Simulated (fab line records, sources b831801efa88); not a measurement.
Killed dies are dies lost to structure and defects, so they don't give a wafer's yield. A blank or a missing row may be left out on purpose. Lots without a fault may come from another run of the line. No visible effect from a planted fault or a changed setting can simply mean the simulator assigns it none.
Problem report in the 8D (eight disciplines) form, filled by code	flow sky130	the parts of the form that need people (team, actions taken, sign-off) are left out

== 1. THE ISSUE ==
SKY_VIA2_ETCH_15, oes product au: mean 0.797 a.u. over 1 wafer from 1 lot; wafers with no fault: 0.939 a.u., standard deviation 0.005. Measured from the usual mean, that is -28 standard deviations.
The step: etches SiO2 in C4F8/O2/Ar, stops on TiN, target depth 546 nm, time 84 s.
The first sign was on wafer L291.6 at day 40 17:17, on rie diel-01. The record has a number at this step for 30 wafers belonging to 10 lots. Rule for "out" (also "out of limits"): further than 4 standard deviations from the usual mean. Any other wafer with a number is counted as sound.

== 2. WHAT IT IS, AND WHAT IT ISN'T ==
question	is	is not
which readings at this step	oes product au	-
which lots	L291	L278, L281, L284, L286, L287, L289, L290, L292, L295
which wafers of those lots	L291.6	L291.1, L291.3
read on which tools	rie diel-01	rie diel-03, rie diel-04
when	from day 40 17:17	up to then (23 sound wafers); but 6 sound wafers of L292, L295 came after

== 3. WHAT RULES OUT EACH SUSPECT ==
Counting: if a tool at a process step up to the reading ran every lot that is out, it stays a suspect. Sound lots after the first of them don't rule it out here, since some wafers of a struck lot are sound.
- rie metal-04 at SKY_METAL2_ETCH_18 (etches BARC in N2/H2, stops on SiO2, time 45.9 s, target depth 60 nm): kept. It ran the lot that is out, L291 (day 39 14:52); its last sound lot up to then is L290 (day 39 11:12).
- cmp-01 at SKY_VIA2_CMP_02 (polishes SiO2): kept. It ran the lot that is out, L291 (day 39 15:51); its last sound lot up to then is L290 (day 39 12:09).
- rie diel-01 at SKY_VIA2_ETCH_15 (etches SiO2 in C4F8/O2/Ar, stops on TiN, target depth 546 nm, time 84 s): kept. It ran the lot that is out, L291 (day 40 17:17); its last sound lot up to then is L290 (day 40 12:29). Its own readings are out on those wafers: oes product au.
- Within rie metal-04 at SKY_METAL2_ETCH_18: the wafers that are out ran in chamber 0; their sound lot-mates ran in chamber 1.
- Within cmp-01 at SKY_VIA2_CMP_02: the wafers that are out ran in chamber 0; their sound lot-mates ran in chambers 1, 3.
rie metal-04 at SKY_METAL2_ETCH_18, cmp-01 at SKY_VIA2_CMP_02 and rie diel-01 at SKY_VIA2_ETCH_15 are what is left after counting.

== 4. THE CAUSE (what the simulator had put in) ==
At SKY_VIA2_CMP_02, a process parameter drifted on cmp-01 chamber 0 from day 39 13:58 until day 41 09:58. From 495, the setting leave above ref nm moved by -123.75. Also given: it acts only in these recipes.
Of the 3 suspects that counting leaves, this tool is one.

== 5. SEQUENCE OF EFFECTS, ordered by route ==
Each row: a reading whose mean over the struck wafers that have a number lies more than 3 standard deviations from the usual. Scope: only readings with a usual standard deviation given in the record; hours: median across lots of the time from each lot's start at the first step in this table that gives one to its start at this step; sigmas: change in usual standard deviations.
hours	step	reading	usual	on struck wafers	change	sigmas
0	SKY_VIA2_ETCH_15	oes product au	0.939 a.u.	0.797	-0.142	-28
The process steps in it:
- SKY_VIA2_ETCH_15: etches SiO2 in C4F8/O2/Ar, stops on TiN, target depth 546 nm, time 84 s.

== 6. HOW IT WOULD HAVE BEEN CAUGHT EARLIER ==
The fault began at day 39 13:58; the first out-of-limits reading in this record came at day 40 17:17, 27 hours later.
Of the tool readings at SKY_VIA2_CMP_02 for which the record gives a usual standard deviation, none was out on any struck wafer, so an alarm limit of 4 standard deviations on them would not have fired.
Each of the lots that are out, 1 in all, had begun SKY_VIA2_CMP_02 on cmp-01 no later than day 40 17:17. None of them would have been spared by holding the tool at that moment.
